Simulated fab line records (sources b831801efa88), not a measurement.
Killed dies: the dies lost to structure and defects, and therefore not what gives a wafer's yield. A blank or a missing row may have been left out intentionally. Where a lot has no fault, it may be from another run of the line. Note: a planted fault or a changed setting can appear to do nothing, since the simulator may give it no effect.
Chamber matching | flow sky130 | pecvd-03 running SKY_PASSIVATION_CVD_02: 3 sister chambers
The step deposits Si3N4, target thk 540 nm. 3 wafers are shown with their chamber, then 7 later ones without.

== EACH WAFER AND ITS CHAMBER ==
wafer  | chamber | heater-power-w (W)
L087.3 | 1       | 683
L088.1 | 2       | 874
L088.2 | 0       | 700

== WAFERS WITH NO CHAMBER GIVEN ==
wafer  | heater-power-w (W)
L088.5 | 869
L091.2 | 799
L091.4 | 730
L091.6 | 648
L095.1 | 752
L095.4 | 591
L095.5 | 896

== CHAMBER TAKEN BY EACH ==
wafer  | from the rows above          | in truth
L088.5 | 2                            | 2
L091.2 | can't be placed: 2 or 0 or 1 | 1
L091.4 | can't be placed: 0 or 1      | 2
L091.6 | can't be placed: 1 or 0      | 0
L095.1 | can't be placed: 0 or 1 or 2 | 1
L095.4 | can't be placed: 1 or 0      | 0
L095.5 | 2                            | 2
Correct placement for 2 of the 7. From these rows, 5 cannot be placed; in 4 the true chamber is one of the candidates. Wrongly placed: 0.
How it was worked out, from the rows above alone: a wafer's distance from a chamber is the root of the sum, over the readings, of the square of ((its reading less the chamber's mean) divided by the reading's scatter). If the next closest chamber is less than 2 further off than the closest, the wafer can't be placed; otherwise it belongs to the closest. The mean given for a chamber averages the wafers shown for that chamber. The scatter: root of mean squared gap, hidden wafer to nearest shown wafer, with one shown wafer a chamber.
